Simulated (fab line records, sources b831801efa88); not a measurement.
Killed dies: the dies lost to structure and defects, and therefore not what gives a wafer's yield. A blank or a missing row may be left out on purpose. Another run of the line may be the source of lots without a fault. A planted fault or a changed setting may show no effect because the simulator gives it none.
One fault through the eyes of 2 desks	flow sky130	each desk holds nothing but its own numbers, with what lay behind them at the end

== AT THE METROLOGY DESK ==
What the gauges read, lot by lot, whatever tool the lot ran on: means of the sampled wafers that have a number. The brackets show how far a lot's mean lies from the usual mean; more than 4 standard deviations puts the lot out of limits, marked OUT.
Columns: A = POLY_GATE_CVD_03_THK at SKY_POLY_GATE_THK_MEAS_04, usual 74.7 nm; B = cdNm at SKY_POLY_GATE_CD_MEAS_13, usual 150.3 nm; C = POLY_GATE_OVL at SKY_POLY_GATE_OVL_MEAS_14, usual -2 nm
lot	first seen here	A	B	C
L474	day 18 14:09	74.5	147.9	-2
L475	day 19 03:20	73.9	150.8	-1
L476	day 19 10:58	74.5	149.0	3
L482	day 21 08:46	74.4	151.4	-7
L488	day 23 12:07	74.0	151.6	-2
L489	day 24 00:01	74.8	149.2	3
Finding of this desk: none of the 6 lots has anything out of limits.

== THE TOOL OWNER'S DESK: rieDiel-01 ==
The tool's own readings at SKY_POLY_GATE_ETCH_15 (etches BARC in N2/H2, stops on SiO2, time 118.5 s, target depth 110 nm): means of the sampled wafers that have a number, for each lot that ran on this tool. The brackets show how far a lot's mean lies from the usual mean; more than 4 standard deviations puts the lot out of limits, marked OUT.
Columns: A = chamberPressureMTorr at SKY_POLY_GATE_ETCH_15, usual 30.002 mTorr; B = drypumpMotorCurrentA at SKY_POLY_GATE_ETCH_15, usual 5.8 A; C = oesProductAu at SKY_POLY_GATE_ETCH_15, usual 0.717 a.u.; D = rfFwdPowerW at SKY_POLY_GATE_ETCH_15, usual 497.5 W; E = throttleValvePct at SKY_POLY_GATE_ETCH_15, usual 13.213 %
lot	first seen here	A	B	C	D	E
L474	day 19 20:28	29.990	5.6	0.718	498.6	13.213
L475	day 20 10:47	31.994 (+74) OUT	5.6	0.717	498.1	13.212
L476	day 20 17:25	31.986 (+73) OUT	6.1	0.718	496.8	13.208
L488	day 24 18:10	30.015	5.9	0.720	497.1	13.214
Finding of this desk: L475, L476 out of limits; the first was L475 at day 20 10:47, on chamberPressureMTorr at SKY_POLY_GATE_ETCH_15. In limits: L474, L488.

== BROUGHT TOGETHER ==
The tool owner's desk had the chance to raise an alarm at day 20 10:47 on L475, L476.
Nothing out of limits was seen by the metrology desk.
The metrology desk holds a record of L475, L476, inside its limits.
On rieDiel-01, each named lot ran SKY_POLY_GATE_ETCH_15.

== WHAT THE SIMULATOR HAD INSERTED ==
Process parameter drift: rieDiel-01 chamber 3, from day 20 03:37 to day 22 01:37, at SKY_POLY_GATE_ETCH_15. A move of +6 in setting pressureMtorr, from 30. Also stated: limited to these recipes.
Lots struck among those shown: L475, L476.
Time in hours from fault onset to the first out-of-limits reading at each desk: the tool owner's desk, 7.
